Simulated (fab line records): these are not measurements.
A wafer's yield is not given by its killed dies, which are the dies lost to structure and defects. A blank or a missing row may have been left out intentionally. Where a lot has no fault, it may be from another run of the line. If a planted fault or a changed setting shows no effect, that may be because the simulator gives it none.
Which of the tools did it? / flow gf180mcu / 6 lots, 18 wafers sampled, at 2 steps of a route of 602

WHAT THE GAUGES READ, wafer by wafer
GF_CONTACT_RS_MEAS_25: a four-point-probe measurement.
lot=L809; measured=day 16 21:44; on=film metro-01; CONTACT_W_RS (ohm/sq)=0.377 0.383 0.381
lot=L814; measured=day 18 10:47; on=film metro-03; CONTACT_W_RS (ohm/sq)=0.375 0.381 0.381
lot=L819; measured=day 20 08:59; on=film metro-04; CONTACT_W_RS (ohm/sq)=0.378 0.380 0.377
lot=L822; measured=day 21 08:08; on=film metro-03; CONTACT_W_RS (ohm/sq)=0.374 0.379 0.379
lot=L826; measured=day 22 14:00; on=film metro-03; CONTACT_W_RS (ohm/sq)=0.443 0.442 0.377
lot=L831; measured=day 24 06:53; on=film metro-03; CONTACT_W_RS (ohm/sq)=0.378 0.381 0.384

TOOL THAT RAN EACH LOT (tool first, then ch and the chambers of the sampled wafers, then the start)
lot=L809; GF_CONTACT_CVD_24=cvd w-02 ch 0,1, day 16 21:38
lot=L814; GF_CONTACT_CVD_24=cvd w-02 ch 0,1, day 18 10:40
lot=L819; GF_CONTACT_CVD_24=cvd w-01 ch 0,1, day 20 08:53
lot=L822; GF_CONTACT_CVD_24=cvd w-01 ch 0,1, day 21 08:02
lot=L826; GF_CONTACT_CVD_24=cvd w-02 ch 0,1, day 22 13:53
lot=L831; GF_CONTACT_CVD_24=cvd w-01 ch 0,1, day 24 06:47
- GF_CONTACT_CVD_24: deposits W, target thk 300 nm, time 90.339 s.

THE ANSWER, worked out from the rows above alone
Rule: what is usual is taken from the lots themselves. Put in order of their means at a reading, lots are off if they are a third of the lots or fewer, leave a main group of 4 or more, and stand apart from it by a gap of 3 or more times the standard deviation of the main group's means; of several such gaps the widest counts. A main group whose means are all the same, to the digits that the tables above print for the reading, isn't used. Also off: a lot with no number at a reading for which 4 or more lots have one. The other lots that the step has rows for count as sound.
Off: at GF_CONTACT_RS_MEAS_25 (CONTACT_W_RS), L826. Main group: mean 0.379 ohm/sq, sd 0.0013.
A tool fits if, at a process step before that reading, it ran every lot that is off, and no sound lot after the first of them. Gauges at GF_CONTACT_RS_MEAS_25: tried the same way as those tools. One fits: cvd w-02 at GF_CONTACT_CVD_24. A fault onset in the window from L814 (day 18 10:40, its last sound lot) to L826 (day 22 13:53, its first lot off) fits.

WHAT THE SIMULATOR HAD INSERTED
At GF_CONTACT_CVD_24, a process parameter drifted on cvd w-02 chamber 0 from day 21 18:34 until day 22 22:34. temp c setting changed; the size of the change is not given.
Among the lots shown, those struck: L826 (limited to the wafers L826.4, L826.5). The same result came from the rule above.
